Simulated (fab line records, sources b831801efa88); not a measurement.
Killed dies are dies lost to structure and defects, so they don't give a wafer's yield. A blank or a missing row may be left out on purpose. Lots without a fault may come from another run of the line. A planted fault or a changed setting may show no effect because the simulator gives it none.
One fault seen from 2 desks | flow gf180mcu | each desk has only its own numbers; what lay behind them comes last

THE TOOL OWNER'S DESK: krf_scanner-01
The tool's own readings at GF_V2_EXPOSE_11 (exposes mask Via2, target cd 260 nm): means of the sampled wafers that have a number, for each lot that ran on this tool. A lot is out of limits, marked OUT, if its mean lies more than 4 standard deviations from the usual mean; the brackets give that distance.
Columns: A = exposure_dose_mJ_cm2 at GF_V2_EXPOSE_11, usual 37.99
lot  | first seen here | A
L300 | day 20 11:01    | 38.00
L301 | day 20 19:28    | 37.97
L313 | day 24 23:27    | 37.98
This desk's finding: nothing out of limits on any of the 3 lots.

THE METROLOGY DESK
What the gauges read, lot by lot, whatever tool the lot ran on: means of the sampled wafers that have a number. A lot is out of limits, marked OUT, if its mean lies more than 4 standard deviations from the usual mean; the brackets give that distance.
Columns: A = V2_CVD_00_THK at GF_V2_THK_MEAS_01, usual 599 nm; B = V2_CVD_02_THK at GF_V2_THK_MEAS_03, usual 848 nm; C = V2_BOW at GF_V2_BOW_MEAS_05, usual 99 um; D = cd_nm at GF_V2_CD_MEAS_14, usual 259.9 nm; E = V2_OVL at GF_V2_OVL_MEAS_15, usual 2 nm
lot  | first seen here | A   | B   | C   | D     | E
L300 | day 19 22:22    | 596 | 844 | 105 | 258.3 | 0
L301 | day 20 07:16    | 598 | 848 | 111 | 259.7 | 3
L313 | day 24 11:35    | 602 | 848 | 99  | 262.7 | 4
L319 | day 26 06:36    | 595 | 854 | 96  | 259.7 | 3
L322 | day 26 23:44    | 600 | 855 | 89  | 261.1 | 4
This desk's finding: nothing out of limits on any of the 5 lots.

PUT TOGETHER
The tool owner's desk saw nothing out of limits.
The metrology desk saw nothing out of limits.

WHAT THE SIMULATOR HAD PUT IN
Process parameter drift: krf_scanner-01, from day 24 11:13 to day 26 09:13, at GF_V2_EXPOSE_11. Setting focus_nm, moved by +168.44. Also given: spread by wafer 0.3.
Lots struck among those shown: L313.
